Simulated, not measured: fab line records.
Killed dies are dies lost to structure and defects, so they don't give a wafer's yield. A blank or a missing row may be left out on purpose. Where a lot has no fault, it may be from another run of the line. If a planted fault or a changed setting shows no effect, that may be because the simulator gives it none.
Chamber matching    flow sfq line    SFQ_TRILAYER_A5B_CMP_CMP_130 on cmp-01: 4 sister chambers
The step polishes, stops on Nb, target thk 340.7 nm. 14 wafers are shown with their chamber, then 7 later ones without.

## WAFERS PAIRED WITH THEIR CHAMBERS
wafer   chamber  motor current A (A)  platen rpm (rpm)
L613.3  2        9.2                  60.05
L613.5  2        8.5                  60.08
L613.6  3        12.9                 60.00
L615.4  0        12.0                 59.99
L615.5  0        12.0                 59.98
L615.6  3        12.4                 60.01
L616.4  2        8.9                  60.04
L616.1  0        12.2                 60.02
L616.6  2        9.0                  59.99
L618.2  3        12.2                 60.02
L618.4  0        12.0                 60.00
L618.6  1        9.5                  60.02
L619.3  3        12.0                 59.95
L619.4  0        11.9                 59.96

SIGNATURES (means of the wafers above)
reading          chamber 0  chamber 1  chamber 2  chamber 3  scatter within a chamber
motor current A  12.020     9.500      8.900      12.375     0.275
platen rpm       59.9900    60.0200    60.0400    59.9950    0.0302
Rule: for a wafer and a chamber, the distance is found by dividing, reading by reading, the gap between the wafer's reading and the chamber's mean by the reading's scatter, squaring, summing and taking the root. The wafer belongs to the nearest chamber; if the next one is less than 2 further off, it can't be placed. How the scatter is found: for the shown wafers, subtract from each reading the mean of its chamber, square and add these, divide the total by (wafers less chambers), then take the root.

## WAFERS WITHOUT THEIR CHAMBER
wafer   motor current A (A)  platen rpm (rpm)
L619.6  12.1                 59.97
L621.2  12.1                 59.98
L621.3  8.6                  59.96
L621.5  11.5                 59.92
L623.2  11.9                 60.02
L623.4  12.2                 60.06
L623.6  9.1                  60.05

## CHAMBER TAKEN BY EACH
wafer   from the rows above      in truth
L619.6  can't be placed: 0 or 3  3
L621.2  can't be placed: 0 or 3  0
L621.3  can't be placed: 2 or 1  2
L621.5  can't be placed: 0 or 3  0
L623.2  can't be placed: 0 or 3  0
L623.4  can't be placed: 3 or 0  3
L623.6  can't be placed: 2 or 1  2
Correctly placed: 0 of 7. Not placeable from these rows: 7 (in 7, the candidates include the true chamber). Wrongly placed: 0.
